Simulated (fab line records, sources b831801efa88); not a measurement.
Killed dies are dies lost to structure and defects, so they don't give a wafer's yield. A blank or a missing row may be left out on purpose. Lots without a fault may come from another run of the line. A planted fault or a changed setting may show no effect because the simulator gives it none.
Tool commonality check | flow gf180mcu | 11 lots, 33 wafers sampled

WHY IT WAS OPENED
At GF_HV_LDD_THK_MEAS_57 the reading HV_LDD_CVD_56_THK is flagged on 1 of 11 lots. Wafers without a fault read 89.8 nm, standard deviation 0.65.
Rule: a lot is flagged when every wafer of it that has a number lies more than 4 standard deviations from that mean, or none has a number. The other lots count as sound.

lot  | measured     | on            | HV_LDD_CVD_56_THK (nm), wafer by wafer | flag
L510 | day 12 16:19 | film_metro-01 | 90.7 90.1 89.6                         |
L511 | day 12 22:19 | film_metro-01 | 90.0 90.1 90.3                         |
L513 | day 13 14:23 | film_metro-03 | 89.8 90.8 90.5                         |
L517 | day 15 08:31 | film_metro-03 | 88.7 88.5 88.4                         |
L518 | day 15 11:31 | film_metro-03 | 89.1 89.2 89.6                         |
L519 | day 15 17:21 | film_metro-01 | 89.8 89.6 89.0                         |
L521 | day 16 04:20 | film_metro-03 | 90.2 89.6 89.6                         |
L526 | day 17 20:58 | film_metro-01 | 64.9 64.4 64.2                         | FLAGGED
L530 | day 19 15:21 | film_metro-01 | 90.6 89.9 90.3                         |
L532 | day 20 02:40 | film_metro-03 | 89.4 90.0 89.4                         |
L533 | day 20 09:54 | film_metro-01 | 89.5 88.8 89.7                         |
The numbers of the flagged lots are 64.5 nm on average: -25.3 nm against the usual, or -39 standard deviations.

WHICH TOOL RAN EACH LOT
The record holds 1 process step before the reading, out of a route of 602 steps. In each cell: the tool, then ch and the chambers that the sampled wafers went through, then the start.
lot  | flag    | GF_HV_LDD_CVD_56
L510 |         | lpcvd-02 ch 0, day 12 14:53
L511 |         | lpcvd-02 ch 1, day 12 20:53
L513 |         | lpcvd-01 ch 0, day 13 12:14
L517 |         | lpcvd-01 ch 1, day 15 06:21
L518 |         | lpcvd-01 ch 1, day 15 09:22
L519 |         | lpcvd-02 ch 1, day 15 15:55
L521 |         | lpcvd-02 ch 1, day 16 02:54
L526 | FLAGGED | lpcvd-01 ch 0, day 17 19:32
L530 |         | lpcvd-02 ch 0, day 19 13:55
L532 |         | lpcvd-02 ch 0, day 20 00:30
L533 |         | lpcvd-02 ch 0, day 20 07:45
What these steps do:
- GF_HV_LDD_CVD_56: deposits Si3N4 from DCS/NH3, target thk 90 nm, time 1543 s.
- GF_HV_LDD_THK_MEAS_57

FLAGGED OVER TOTAL, TOOL BY TOOL (the gauges that took the reading come last)
step                  | tool          | lots run | flagged | share of the flagged lots | sound lots run after its first flagged lot
GF_HV_LDD_CVD_56      | lpcvd-01      | 4        | 1       | all                       | 0
GF_HV_LDD_CVD_56      | lpcvd-02      | 7        | 0       | none                      | -
GF_HV_LDD_THK_MEAS_57 | film_metro-01 | 6        | 1       | all                       | 2 (L530,L533)
GF_HV_LDD_THK_MEAS_57 | film_metro-03 | 5        | 0       | none                      | -

WHAT THE TABLE ALLOWS
2 rows of the table ran every flagged lot: lpcvd-01 at GF_HV_LDD_CVD_56, film_metro-01 at GF_HV_LDD_THK_MEAS_57.
- lpcvd-01 at GF_HV_LDD_CVD_56: 1 of its 4 lots flagged. Its last sound lot is L518 (day 15 09:22), its first flagged lot L526 (day 17 19:32): a fault that began between those two fits. Its own readings lie more than 4 standard deviations out on every wafer of the flagged lots: spike_tc_bottom_C, spike_tc_centre_C, spike_tc_lower_C, spike_tc_top_C, spike_tc_upper_C, susceptor_temp_C.
- film_metro-01 at GF_HV_LDD_THK_MEAS_57: 1 of its 6 lots flagged. Sound lots ran on it after the first flagged one (L530, L533), which a lasting fault on the whole tool wouldn't allow.
One tool is left: lpcvd-01 at GF_HV_LDD_CVD_56.

WHAT THE SIMULATOR HAD PUT IN
Process parameter drift: lpcvd-01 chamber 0, from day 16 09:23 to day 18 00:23, at GF_HV_LDD_CVD_56. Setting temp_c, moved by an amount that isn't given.
Lots struck among those shown: L526. The rule above found the same.
